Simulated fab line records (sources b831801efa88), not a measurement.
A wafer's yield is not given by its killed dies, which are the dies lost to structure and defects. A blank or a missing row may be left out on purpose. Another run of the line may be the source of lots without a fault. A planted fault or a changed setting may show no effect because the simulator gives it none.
The tool behind it: which one? | flow sky130 | 11 lots, 33 wafers sampled, at 5 steps of a route of 708

## WHAT EACH GAUGE READ, for each wafer
SKY_VT_ADJUST_HVTR_OVL_MEAS_08. Usual: VT_ADJUST_HVTR_OVL 0.2 nm, standard deviation 1.2.
lot  | measured     | on         | VT_ADJUST_HVTR_OVL (nm) | flag
L180 | day 9 07:25  | overlay-02 | -0.1 -0.2 1.3           |
L183 | day 10 06:44 | overlay-02 | 2.7 2.6 2.8             |
L186 | day 10 21:43 | overlay-02 | -0.3 -0.9 -0.3          |
L187 | day 11 10:31 | overlay-01 | 1.6 1.4 2.0             |
L188 | day 11 22:08 | overlay-02 | -2.3 -1.1 -2.0          |
L193 | day 13 08:01 | overlay-01 | 0.9 2.5 1.5             |
L194 | day 13 12:41 | overlay-01 | 0.7 -0.5 1.0            |
L195 | day 13 23:42 | overlay-01 | -0.1 0.8 -0.4           |
L201 | day 15 17:02 | overlay-02 | -0.1 -0.1 -0.1          |
L202 | day 16 01:10 | overlay-01 | -1.2 1.1 -0.3           |
L203 | day 16 09:53 | overlay-01 | -0.2 -0.3 1.1           |

SKY_SONOS_TUNNEL_CD_MEAS_07: the cd target is 410 nm. Usual: cd nm at 410.1 nm, with a standard deviation of 2.2.
lot  | measured     | on        | cd nm (nm)        | flag
L180 | day 11 04:10 | cd sem-02 | 406.5 408.0 406.7 |
L183 | day 12 05:14 | cd sem-02 | 409.7 410.4 409.3 |
L186 | day 12 21:07 | cd sem-02 | 410.0 409.7 408.8 |
L187 | day 13 10:32 | cd sem-02 | 412.0 411.8 412.1 |
L188 | day 13 23:13 | cd sem-01 | 412.3 409.6 411.1 |
L193 | day 15 13:44 | cd sem-02 | 414.5 410.6 411.5 |
L194 | day 15 16:52 | cd sem-02 | 408.3 408.9 409.2 |
L195 | day 16 05:29 | cd sem-01 | 410.0 409.7 411.6 |
L201 | day 18 02:35 | cd sem-02 | 410.6 410.6 410.3 |
L202 | day 18 11:40 | cd sem-01 | 404.2 404.5 406.6 |
L203 | day 18 19:58 | cd sem-01 | 411.9 410.7 410.2 |

SKY_SONOS_ONO_THK_MEAS_01. Usual: SONOS_ONO_OXIDATION_THK 2.62 nm, standard deviation 0.059.
lot  | measured     | on            | SONOS_ONO_OXIDATION_THK (nm)  | flag
L180 | day 11 10:01 | film metro-03 | 2.72 2.71 2.73                |
L183 | day 12 08:09 | film metro-03 | 2.59 2.58 2.60                |
L186 | day 12 23:58 | film metro-01 | 2.66 2.67 2.60                |
L187 | day 13 12:36 | film metro-01 | 2.63 2.61 2.55                |
L188 | day 14 02:31 | film metro-01 | 2.64 2.63 2.61                |
L193 | day 15 15:53 | film metro-03 | 2.70 2.69 2.69                |
L194 | day 15 19:58 | film metro-04 | 2.12 2.02 2.07 2.06 2.00 2.14 | OFF
L195 | day 16 09:25 | film metro-04 | 1.97 1.96 1.94 2.03 2.01 2.01 | OFF
L201 | day 18 06:55 | film metro-01 | 2.56 2.55 2.51                |
L202 | day 18 15:10 | film metro-03 | 2.63 2.57 2.62                |
L203 | day 18 21:57 | film metro-03 | 2.53 2.64 2.67                |

SKY_GATE_OXIDE_THK_MEAS_02. Usual: GATE_OXIDE_OXIDATION_00_THK 10.46 nm, standard deviation 0.21.
lot  | measured     | on            | GATE_OXIDE_OXIDATION_00_THK (nm) | flag
L180 | day 12 14:45 | film metro-02 | 10.70 10.50 10.54                |
L183 | day 13 13:47 | film metro-03 | 10.29 10.61 10.31                |
L186 | day 14 08:49 | film metro-02 | 10.51 10.51 10.54                |
L187 | day 14 18:35 | film metro-03 | 10.14 10.35 9.98                 |
L188 | day 15 12:23 | film metro-03 | 10.61 10.74 10.61                |
L193 | day 17 01:04 | film metro-02 | 10.43 10.56 10.34                |
L194 | day 17 03:59 | film metro-04 | 10.26 10.29 10.39                |
L195 | day 17 19:04 | film metro-03 | 9.82 10.00 10.00                 |
L201 | day 19 19:52 | film metro-03 | 10.69 10.80 10.65                |
L202 | day 20 04:49 | film metro-04 | 10.41 10.66 10.45                |
L203 | day 20 10:38 | film metro-02 | 10.55 10.59 10.69                |

## WHAT TOOL EACH LOT RAN ON (gives the tool, then ch and the chambers of the sampled wafers, and finally the start)
lot  | SKY_SONOS_ONO_OXIDATION_00
L180 | furnace-01 ch 0, day 11 08:38
L183 | furnace-02 ch 0, day 12 06:48
L186 | furnace-02 ch 0, day 12 22:37
L187 | furnace-02 ch 0, day 13 11:15
L188 | furnace-02 ch 0, day 14 01:10
L193 | furnace-01 ch 0, day 15 14:32
L194 | furnace-01 ch 0, day 15 18:38
L195 | furnace-01 ch 0, day 16 08:03
L201 | furnace-02 ch 0, day 18 05:35
L202 | furnace-02 ch 0, day 18 13:47
L203 | furnace-01 ch 0, day 18 20:35
- SKY_SONOS_ONO_OXIDATION_00: stabilise 600 s, purge 300 s, target thk 2.6 nm.

## WHAT THE TOOLS THEMSELVES READ (means of the sampled wafers that have a number; where no wafer has one, the mark that the record gives instead)
SKY_SONOS_ONO_OXIDATION_00. Usual: ramp up c per min 10.000, standard deviation 0.0018; spike tc bottom C 819.0 C, standard deviation 1; spike tc centre C 799.3 C, standard deviation 1.1; spike tc lower C 801.8 C, standard deviation 2.4; spike tc top C 813.2 C, standard deviation 2.5; spike tc upper C 800.2 C, standard deviation 1.1; tube center temp C 800 C, standard deviation 0.078; tube_center_temp_C_max 802.1, standard deviation 0.35; zone power bottom pct 24.2 %, standard deviation 0.45; zone power top pct 23.6 %, standard deviation 1.2; zone power upper pct 13.4 %, standard deviation 0.38.
lot  | tool       | ramp up c per min | spike tc bottom C (C) | spike tc centre C (C) | spike tc lower C (C) | spike tc top C (C) | spike tc upper C (C) | tube center temp C (C) | tube_center_temp_C_max | zone power bottom pct (%) | zone power top pct (%) | zone power upper pct (%) | flag
L180 | furnace-01 | 9.999             | 818.9                 | 800.0                 | 803.8                | 810.6              | 800.1                | 800                    | 801.7                  | 24.0                      | 24.7                   | 13.7                     |
L183 | furnace-02 | 10.003            | 818.7                 | 798.7                 | 799.5                | 815.3              | 800.6                | 800                    | 802.6                  | 24.6                      | 22.2                   | 13.0                     |
L186 | furnace-02 | 9.999             | 820.0                 | 800.8                 | 799.5                | 814.8              | 799.9                | 800                    | 802.1                  | 24.6                      | 22.3                   | 13.1                     |
L187 | furnace-02 | 10.001            | 819.0                 | 797.8                 | 799.3                | 816.0              | 800.7                | 800                    | 802.0                  | 24.5                      | 22.4                   | 12.9                     |
L188 | furnace-02 | 10.000            | 819.3                 | 798.9                 | 799.5                | 815.8              | 800.6                | 800                    | 802.2                  | 24.6                      | 22.3                   | 13.1                     |
L193 | furnace-01 | 10.000            | 817.8                 | 799.9                 | 803.7                | 810.7              | 798.9                | 800                    | 801.9                  | 24.1                      | 24.6                   | 13.7                     |
L194 | furnace-01 | 10.001            | 801.7                 | 781.9                 | 785.9                | 793.4              | 781.3                | 782                    | 783.4                  | 23.0                      | 24.1                   | 13.2                     | OFF
L195 | furnace-01 | 10.000            | 800.4                 | 781.2                 | 785.5                | 792.8              | 780.9                | 782                    | 783.6                  | 22.9                      | 24.1                   | 13.2                     | OFF
L201 | furnace-02 | 10.001            | 818.6                 | 798.1                 | 799.4                | 815.4              | 800.6                | 800                    | 801.7                  | 24.5                      | 22.3                   | 13.1                     |
L202 | furnace-02 | 10.002            | 820.2                 | 798.2                 | 799.6                | 815.9              | 799.8                | 800                    | 801.9                  | 24.5                      | 22.2                   | 13.0                     |
L203 | furnace-01 | 10.000            | 819.6                 | 800.0                 | 803.6                | 810.8              | 800.2                | 800                    | 802.0                  | 23.8                      | 25.0                   | 13.7                     |

## THE ANSWER, worked out from the rows above alone
Rule: take the mean of a lot's wafers that have a number; if it is more than 3 standard deviations from the usual mean, the lot is off. A lot without any number at a reading at which 4 lots or more have one is off too. All remaining lots with rows at the step are treated as sound. The gauges are gone through in route order, then the tools' own readings, and for those a lot's mean is taken as printed above. At the first step where some lot is off, the reading lying furthest off is the one used; lots without a number count as furthest.
Off: at SKY_SONOS_ONO_THK_MEAS_01 (SONOS_ONO_OXIDATION_THK), L194, L195.
A tool fits if, at a process step before that reading, it ran every lot that is off, and no sound lot after the first of them. Not tried: the gauges at SKY_SONOS_ONO_THK_MEAS_01; whatever is off there is also off at SKY_SONOS_ONO_OXIDATION_00, on other tools, and gauge error can't account for it. None of those tried fits.

## WHAT THE SIMULATOR HAD PUT IN
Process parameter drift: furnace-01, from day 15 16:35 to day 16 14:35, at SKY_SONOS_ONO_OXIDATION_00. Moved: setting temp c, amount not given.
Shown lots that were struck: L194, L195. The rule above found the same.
